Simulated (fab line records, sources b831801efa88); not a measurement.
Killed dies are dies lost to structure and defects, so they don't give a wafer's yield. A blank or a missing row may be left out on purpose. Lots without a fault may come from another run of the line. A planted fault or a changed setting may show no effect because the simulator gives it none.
Tool commonality check | flow sky130 | 10 lots, 30 wafers sampled

WHY IT WAS OPENED
At SKY_CAPM_THK_MEAS_01 the reading CAPM_CVD_00_THK is flagged on 2 of 10 lots. Wafers without a fault read 15.48 nm, standard deviation 0.23.
Rule: a lot is flagged when every wafer of it that has a number lies more than 4 standard deviations from that mean, or none has a number. The other lots count as sound.

lot  | measured     | on            | CAPM_CVD_00_THK (nm), wafer by wafer | flag
L839 | day 36 12:23 | film_metro-04 | 15.41 15.58 15.55                    |
L840 | day 36 14:43 | film_metro-04 | 15.58 15.27 15.38                    |
L841 | day 37 00:40 | film_metro-04 | 15.27 15.45 15.74                    |
L843 | day 37 20:08 | film_metro-03 | 20.87 21.27 21.36                    | FLAGGED
L844 | day 38 00:13 | film_metro-03 | 15.66 15.33 15.81                    |
L845 | day 38 16:19 | film_metro-04 | 21.14 21.78 21.26                    | FLAGGED
L857 | day 42 05:47 | film_metro-04 | 15.22 15.55 15.52                    |
L860 | day 42 14:51 | film_metro-03 | 15.21 15.36 16.17                    |
L861 | day 43 06:21 | film_metro-03 | 15.38 15.16 15.63                    |
L862 | day 43 08:10 | film_metro-04 | 15.46 15.76 15.70                    |
The numbers of the flagged lots are 21.28 nm on average: +5.80 nm against the usual, or +25 standard deviations.

WHICH TOOL RAN EACH LOT
The record holds 3 process steps before the reading, out of a route of 708 steps. In each cell: the tool, then ch and the chambers that the sampled wafers went through, then the start.
lot  | flag    | SKY_METAL2_METAL_ETCH_19          | SKY_VIA2_ETCH_15                   | SKY_CAPM_CVD_00
L839 |         | rie_metal-02 ch 1, day 35 06:11   | rie_diel-01 ch 1,2, day 36 10:49   | pecvd-01 ch 0,1,2, day 36 12:21
L840 |         | rie_metal-03 ch 0,1, day 35 10:08 | rie_diel-04 ch 0,1,2, day 36 13:11 | pecvd-03 ch 0,2, day 36 14:41
L841 |         | rie_metal-02 ch 0,1, day 35 19:50 | rie_diel-04 ch 0,1,2, day 36 23:08 | pecvd-01 ch 0,1,2, day 37 00:38
L843 | FLAGGED | rie_metal-02 ch 0,1, day 36 14:41 | rie_diel-04 ch 1,2,3, day 37 18:29 | pecvd-01 ch 0,1,2, day 37 20:07
L844 |         | rie_metal-02 ch 1, day 36 18:50   | rie_diel-01 ch 0,2, day 37 22:32   | pecvd-03 ch 1,2, day 38 00:11
L845 | FLAGGED | rie_metal-02 ch 0,1, day 37 11:47 | rie_diel-01 ch 0,1,3, day 38 14:47 | pecvd-01 ch 0,2, day 38 16:17
L857 |         | rie_metal-02 ch 0,1, day 41 01:53 | rie_diel-04 ch 0,2,3, day 42 04:17 | pecvd-03 ch 1,2, day 42 05:46
L860 |         | rie_metal-04 ch 0,1, day 41 12:37 | rie_diel-04 ch 0,1,2, day 42 13:19 | pecvd-01 ch 0,1, day 42 14:48
L861 |         | rie_metal-02 ch 0,1, day 42 03:56 | rie_diel-04 ch 0,2,3, day 43 04:50 | pecvd-01 ch 0,2, day 43 06:19
L862 |         | rie_metal-03 ch 0,1, day 42 05:41 | rie_diel-03 ch 1,3, day 43 06:35   | pecvd-01 ch 0,2, day 43 08:07
What these steps do:
- SKY_METAL2_METAL_ETCH_19: etches the open film in Cl2/BCl3, stops on SiO2, target depth 360 nm, time 78 s.
- SKY_VIA2_ETCH_15: etches SiO2 in C4F8/O2/Ar, stops on TiN, target depth 546 nm, time 84 s.
- SKY_CAPM_CVD_00: deposits SiO2, target thk 15.5 nm.
- SKY_CAPM_THK_MEAS_01

FLAGGED OVER TOTAL, TOOL BY TOOL (the gauges that took the reading come last)
step                     | tool          | lots run | flagged | share of the flagged lots | sound lots run after its first flagged lot
SKY_METAL2_METAL_ETCH_19 | rie_metal-02  | 7        | 2       | all                       | 3 (L844,L857,L861)
SKY_METAL2_METAL_ETCH_19 | rie_metal-03  | 2        | 0       | none                      | -
SKY_METAL2_METAL_ETCH_19 | rie_metal-04  | 1        | 0       | none                      | -
SKY_VIA2_ETCH_15         | rie_diel-01   | 3        | 1       | some                      | 0
SKY_VIA2_ETCH_15         | rie_diel-03   | 1        | 0       | none                      | -
SKY_VIA2_ETCH_15         | rie_diel-04   | 6        | 1       | some                      | 3 (L857,L860,L861)
SKY_CAPM_CVD_00          | pecvd-01      | 7        | 2       | all                       | 3 (L860,L861,L862)
SKY_CAPM_CVD_00          | pecvd-03      | 3        | 0       | none                      | -
SKY_CAPM_THK_MEAS_01     | film_metro-03 | 4        | 1       | some                      | 3 (L844,L860,L861)
SKY_CAPM_THK_MEAS_01     | film_metro-04 | 6        | 1       | some                      | 2 (L857,L862)

WHAT THE TABLE ALLOWS
2 rows of the table ran every flagged lot: rie_metal-02 at SKY_METAL2_METAL_ETCH_19, pecvd-01 at SKY_CAPM_CVD_00.
- rie_metal-02 at SKY_METAL2_METAL_ETCH_19: 2 of its 7 lots flagged. Sound lots ran on it after the first flagged one (L844, L857, L861), which a lasting fault on the whole tool wouldn't allow.
- pecvd-01 at SKY_CAPM_CVD_00: 2 of its 7 lots flagged. Sound lots ran on it after the first flagged one (L860, L861, L862), which a lasting fault on the whole tool wouldn't allow.
No row of the table ran every flagged lot and no sound lot after the first.

WHAT THE SIMULATOR HAD PUT IN
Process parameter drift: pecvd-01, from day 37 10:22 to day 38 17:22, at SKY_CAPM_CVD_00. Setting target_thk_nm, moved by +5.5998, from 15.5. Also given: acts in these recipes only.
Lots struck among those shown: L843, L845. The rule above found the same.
